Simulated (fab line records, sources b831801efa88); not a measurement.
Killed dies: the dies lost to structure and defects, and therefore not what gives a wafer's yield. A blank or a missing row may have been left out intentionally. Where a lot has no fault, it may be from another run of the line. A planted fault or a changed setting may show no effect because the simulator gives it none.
Which of the tools did it? / flow gf180mcu / Sampling: 6 lots, 18 wafers, 2 of 602 route steps

== WHAT THE GAUGES READ, wafer by wafer ==
GF_VT_IMPLANT_RS_MEAS_48: measurement is done with a four-point probe.
lot=L916; measured=day 7 19:01; on=film metro-03; LVPWELL_RS (ohm/sq)=1196 1195 1197
lot=L918; measured=day 8 11:13; on=film metro-03; LVPWELL_RS (ohm/sq)=1191 1193 1189
lot=L921; measured=day 9 10:19; on=film metro-03; LVPWELL_RS (ohm/sq)=1193 1198 1198
lot=L924; measured=day 10 04:44; on=film metro-03; LVPWELL_RS (ohm/sq)=1192 1198 1200
lot=L929; measured=day 11 13:55; on=film metro-01; LVPWELL_RS (ohm/sq)=1204 1204 1204
lot=L937; measured=day 13 18:22; on=film metro-01; LVPWELL_RS (ohm/sq)=1257 1253 1257

== WHICH TOOL RAN EACH LOT (tool, then ch and the chambers of the sampled wafers, then the start) ==
lot=L916; GF_LVPWELL_IMPLANT_08=implanter-04 ch 0, day 4 00:28
lot=L918; GF_LVPWELL_IMPLANT_08=implanter-04 ch 0, day 4 13:34
lot=L921; GF_LVPWELL_IMPLANT_08=implanter-04 ch 0, day 5 09:34
lot=L924; GF_LVPWELL_IMPLANT_08=implanter-01 ch 0, day 6 00:15
lot=L929; GF_LVPWELL_IMPLANT_08=implanter-04 ch 0, day 7 04:37
lot=L937; GF_LVPWELL_IMPLANT_08=implanter-04 ch 0, day 9 00:27
- GF_LVPWELL_IMPLANT_08

== THE ANSWER, worked out from the rows above alone ==
Rule: what is usual is taken from the lots themselves. The widest of any qualifying gaps counts: lots, ordered by their means at a reading, are off when they make up no more than a third of the lots, leave a main group of 4 or more, and stand apart from it by 3 or more times the standard deviation of that group's means. A main group is skipped when, at the precision printed for the reading in the tables above, its means are all equal. Also off: a lot with no number at a reading for which 4 or more lots have one. Any other lot the step has rows for is counted as sound.
Off: L937, at GF_VT_IMPLANT_RS_MEAS_48 (LVPWELL_RS). The main group: mean 1197 ohm/sq, standard deviation 4.2.
If a tool, at a process step before that reading, ran all the lots that are off and no sound lot after the first of them, it fits. The gauges at GF_VT_IMPLANT_RS_MEAS_48 are tried like those tools. 2 tools fit, implanter-04 at GF_LVPWELL_IMPLANT_08 and film metro-01 at GF_VT_IMPLANT_RS_MEAS_48, so this cannot tell which one it is.

== WHAT THE SIMULATOR PUT IN ==
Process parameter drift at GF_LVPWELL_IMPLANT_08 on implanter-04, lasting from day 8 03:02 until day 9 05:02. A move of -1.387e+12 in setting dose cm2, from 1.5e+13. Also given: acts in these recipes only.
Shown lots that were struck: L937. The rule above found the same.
